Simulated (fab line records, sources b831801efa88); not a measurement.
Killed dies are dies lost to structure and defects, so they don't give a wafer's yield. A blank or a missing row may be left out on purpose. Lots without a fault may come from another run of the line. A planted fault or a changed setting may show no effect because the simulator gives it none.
fab line records | flow sky130 | part 2 of 2: steps 29 to 40 of 40
record lots=5 wafers=15 last_day=49
route steps=708 shown VIA4@658 METAL5@661 PASSIVATION@681 PAD_OPEN@694
lots that met no fault: from a run of the same line without faults
start_h: hours from the record's first day to the start of the lot's first wafer shown | wait_h: hours since the lot's step before | " the same as in the row above | L1.1+2: a row that stands for several wafers | - no value, or no start given | * or withheld: withheld | < > ~ a bound
route shown NAME@n: a module of which the file shows steps, and the number in the route of the first | usual: mean/standard deviation of fault-free wafers | same: alike in all rows | chamber/n: place in a boat | sites: the reading at each site | _std_site: their standard deviation | _edge_site: outer sites' mean less inner sites' | radius_mm: how far each site lies from the wafer's centre | mask NAME#n: copy n | behind: the tool/chamber that last shaped the wafer | hold: why the lot was held/for how many hours/how that ended | device: the transistor (n, p or np) that didn't switch | end of line: the same wafers' tests at the end of the route | a step without rows: its recipe alone | killed: dies lost to structure and defects at the first sort, not the wafer's yield | map: a wafer's dies, x killed, . not, _ none there
set.NAME: the setting as run; set.NAME@STEP: as run at that earlier step | model.NAME: the simulator's own value behind a step, which no gauge read
lots at some steps of the route; a table a step, a row a wafer
services: from which hour (start_h, from the record's first day; less than 0 if before it) a tool's chamber was out of use, for how many hours, and why
## steps
# step SKY_PASSIVATION_HMDS_05
# recipe prime_time_s=60 prime_temp_c=120
# usual prime_temp_c=120.06/0.15
# columns lot.wafer tool chamber start_h wait_h prime_temp_c
L078.1 litho_track-02 0 1059.90 0.1 120.02
L078.3 " 0 " " 120.13
L078.6 " 0 " " 120.11
L079.1 litho_track-02 0 1072.05 0.1 120.32
L079.4 " 0 " " 120.23
L079.5 " 0 " " 120.22
L083.3 litho_track-02 0 1096.40 0.1 120.14
L083.4 " 0 " " 119.92
L083.5 " 0 " " 119.95
L091.1 litho_track-01 0 1153.18 0.1 120.20
L091.4 " 0 " " 120.02
L091.6 " 0 " " 120.06
L092.1 litho_track-02 0 1154.40 0.1 120.03
L092.4 " 0 " " 120.07
L092.5 " 0 " " 120.07
# step SKY_PASSIVATION_COAT_06
# recipe spin_rpm=2000 resist_thk_nm=3000
# columns lot.wafer tool chamber start_h wait_h
L078.1+3+6 litho_track-02 0 1060.05 0.1
L079.1+4+5 litho_track-02 0 1072.20 0.1
L083.3+4+5 litho_track-02 0 1096.55 0.1
L091.1+4+6 litho_track-01 0 1153.33 0.1
L092.1+4+5 litho_track-02 0 1154.55 0.1
# step SKY_PASSIVATION_SOFTBAKE_07
# recipe temp_c=110 time_s=withheld
# columns lot.wafer tool chamber start_h wait_h
L078.1+3+6 litho_track-02 0 1060.20 0.1
L079.1+4+5 litho_track-02 0 1072.35 0.1
L083.3+4+5 litho_track-02 0 1096.72 0.1
L091.1+4+6 litho_track-01 0 1153.48 0.1
L092.1+4+5 litho_track-02 0 1154.70 0.1
# step SKY_PASSIVATION_EXPOSE_08
# recipe mask_id=NSM target_cd_nm=3000 na=0.57 dose_mj=260
# columns lot.wafer tool chamber start_h wait_h mask
L078.1+3+6 iline_stepper-01 0 - - NSM#0
L079.1+4+5 iline_stepper-01 0 - - NSM#0
L083.3+4+5 iline_stepper-01 0 - - NSM#0
L091.1+4+6 iline_stepper-01 0 - - NSM#0
L092.1+4+5 iline_stepper-02 0 - - NSM#0
# step SKY_PASSIVATION_PEB_09
# recipe temp_c=115 time_s=withheld
# columns lot.wafer tool chamber start_h wait_h
L078.1+3+6 litho_track-04 0 - -
L079.1+4+5 litho_track-02 0 - -
L083.3+4+5 litho_track-02 0 - -
L091.1+4+6 litho_track-04 0 - -
L092.1+4+5 litho_track-02 0 - -
# step SKY_PASSIVATION_DEVELOP_10
# recipe develop_time_s=60 dev_temp_c=23
# columns lot.wafer tool chamber start_h wait_h
L078.1+3+6 litho_track-04 0 - -
L079.1+4+5 litho_track-02 0 - -
L083.3+4+5 litho_track-02 0 - -
L091.1+4+6 litho_track-04 0 - -
L092.1+4+5 litho_track-02 0 - -
# step SKY_PASSIVATION_ETCH_11
# recipe chemistry=CF4/O2 target_depth_nm=725 stop_on=AlCu source_w=800 bias_w=150 pressure_mtorr=150 cf4_flow_sccm=80 O2_flow_sccm=10 time_s=161.1
# usual cf4_flow_sccm=80.02/0.23 drypump_motor_current_A=5.7/0.33 oes_product_au=0.978/0.0074 throttle_valve_pct=5.965/0.0093
# columns lot.wafer tool chamber start_h wait_h cf4_flow_sccm drypump_motor_current_A oes_product_au rf_hours_counter_h throttle_valve_pct
L078.1 rie_diel-03 1 1071.24 - 80.22 5.9 0.976 7 5.971
L078.3 " 2 " " 80.21 5.7 0.980 10 5.963
L078.6 " 1 " " 80.14 6.0 0.974 - 5.940
L079.1 rie_diel-04 1 1082.45 - 80.36 5.5 0.986 14 5.960
L079.4 " 1 " " 79.72 5.5 0.991 - 5.968
L079.5 " 2 " " 80.18 5.5 0.979 - 5.962
L083.3 rie_diel-04 0 1106.40 - 79.47 5.3 0.964 9 5.981
L083.4 " 1 " " 80.01 5.5 0.975 15 5.961
L083.5 " 0 " " 79.72 5.2 0.981 - 5.964
L091.1 rie_diel-03 1 1162.59 - 80.10 5.9 0.974 11 5.965
L091.4 " 0 " " 80.08 6.0 0.980 16 5.984
L091.6 " 2 " " 79.94 5.7 0.973 - 5.966
L092.1 rie_diel-04 0 1163.25 - 80.15 5.3 0.981 11 5.957
L092.4 " 1 " " 79.85 5.5 0.989 17 5.966
L092.5 " 1 " " 79.83 5.5 0.974 - 5.960
# step SKY_PASSIVATION_STRIP_12
# recipe chemistry=O2/N2 power_w=1400 pressure_mtorr=1500 platen_temp_c=withheld overash_fraction=0.7 o2_flow_sccm=3000 n2_flow_sccm=300
# usual drypump_motor_current_A=5.6/0.42 o2_flow_sccm=3000/9.5 oes_product_au=0.660/0.0049 strip_time_to_endpoint_s=31.49/0.16
# columns lot.wafer tool chamber start_h wait_h drypump_motor_current_A o2_flow_sccm oes_product_au rf_hours_counter_h strip_time_to_endpoint_s
L078.1 plasma_asher-02 1 1071.35 0.1 4.8 2994 0.661 1 31.74
L078.3 " 0 " " 5.8 3011 0.649 - 31.47
L078.6 " 0 " " 5.8 3018 0.662 - 31.72
L079.1 plasma_asher-03 0 1082.56 0.1 6.0 2994 0.662 33 31.38
L079.4 " 1 " " 5.4 2994 0.657 - 31.27
L079.5 " 1 " " 5.4 3008 0.663 - 31.32
L083.3 plasma_asher-04 0 1106.54 0.1 6.2 3004 0.658 - 31.65
L083.4 " 1 " " 5.5 2968 0.665 - 31.46
L083.5 " 1 " " 5.5 3005 0.660 - 31.69
L091.1 plasma_asher-02 1 1162.70 0.1 4.8 2988 0.672 10 31.66
L091.4 " 0 " " 5.8 2999 0.661 - 31.30
L091.6 " 0 " " 5.8 2988 0.654 - 31.37
L092.1 plasma_asher-03 1 1163.36 0.1 5.4 2994 0.654 41 31.53
L092.4 " 1 " " 5.4 2982 0.660 - 31.44
L092.5 " 0 " " 6.0 3015 0.660 - 31.50
# step SKY_PAD_OPEN_DEHYDRATE_00
# recipe temp_c=200 time_s=60
# columns lot.wafer tool chamber start_h wait_h
L078.1+3+6 litho_track-01 0 1081.03 9.6
L079.1+4+5 litho_track-03 0 1092.17 9.6
L083.3+4+5 litho_track-01 0 1116.03 9.5
L091.1+4+6 litho_track-01 0 1170.53 7.8
L092.1+4+5 litho_track-03 0 1171.02 7.6
# step SKY_PAD_OPEN_HMDS_01
# recipe prime_time_s=60 prime_temp_c=120
# usual prime_temp_c=119.97/0.15
# columns lot.wafer tool chamber start_h wait_h prime_temp_c
L078.1 litho_track-01 0 1081.18 0.1 119.89
L078.3 " 0 " " 119.97
L078.6 " 0 " " 119.94
L079.1 litho_track-03 0 1092.32 0.1 120.06
L079.4 " 0 " " 119.89
L079.5 " 0 " " 120.05
L083.3 litho_track-01 0 1116.18 0.1 119.92
L083.4 " 0 " " 120.18
L083.5 " 0 " " 119.99
L091.1 litho_track-01 0 1170.68 0.1 119.95
L091.4 " 0 " " 119.85
L091.6 " 0 " " 119.84
L092.1 litho_track-03 0 1171.17 0.1 119.86
L092.4 " 0 " " 119.83
L092.5 " 0 " " 119.62
# step SKY_PAD_OPEN_COAT_02
# recipe spin_rpm=2000 resist_thk_nm=3000
# columns lot.wafer tool chamber start_h wait_h
L078.1+3+6 litho_track-01 0 1081.33 0.1
L079.1+4+5 litho_track-03 0 1092.47 0.1
L083.3+4+5 litho_track-01 0 1116.33 0.1
L091.1+4+6 litho_track-01 0 1170.83 0.1
L092.1+4+5 litho_track-03 0 1171.32 0.1
# step SKY_PAD_OPEN_SOFTBAKE_03
# recipe temp_c=110 time_s=withheld
# columns lot.wafer tool chamber start_h wait_h
L078.1+3+6 litho_track-01 0 1081.48 0.1
L079.1+4+5 litho_track-03 0 1092.62 0.1
L083.3+4+5 litho_track-01 0 1116.49 0.1
L091.1+4+6 litho_track-01 0 1170.98 0.1
L092.1+4+5 litho_track-03 0 1171.47 0.1
## services
# columns tool chamber start_h hours kind
plasma_asher-03 - 1003.45 2.8 pm
pvd_sputter-03 - 1006.96 2.2 repair
pecvd-04 2 1008.41 14.3 repair
rie_metal-01 0 1011.47 2.8 repair
cmp-01 - 1012.92 0.3 repair
cmp-01 - 1017.57 5.0 pm
iline_stepper-01 - 1019.47 17.4 repair
rie_metal-02 - 1020.28 28.1 pm
pvd_sputter-02 - 1027.40 8.6 repair
rie_metal-03 1 1027.71 3.4 repair
cmp-01 - 1033.11 0.6 repair
plasma_asher-03 - 1035.15 7.0 repair
plasma_asher-02 - 1055.25 9.0 pm
rie_diel-04 1 1064.42 10.2 repair
rie_diel-04 0 1079.40 3.8 repair
iline_stepper-01 - 1079.42 1.7 pm
pecvd-04 - 1081.25 1.2 repair
rie_metal-03 - 1082.10 1.4 pm
iline_stepper-02 - 1090.23 12.9 repair
pecvd-04 2 1138.80 4.1 repair
rie_diel-03 0 1141.67 5.4 repair
pecvd-02 0 1142.55 4.3 repair
iline_stepper-02 - 1145.04 1.7 pm
cmp-01 - 1155.42 0.9 repair
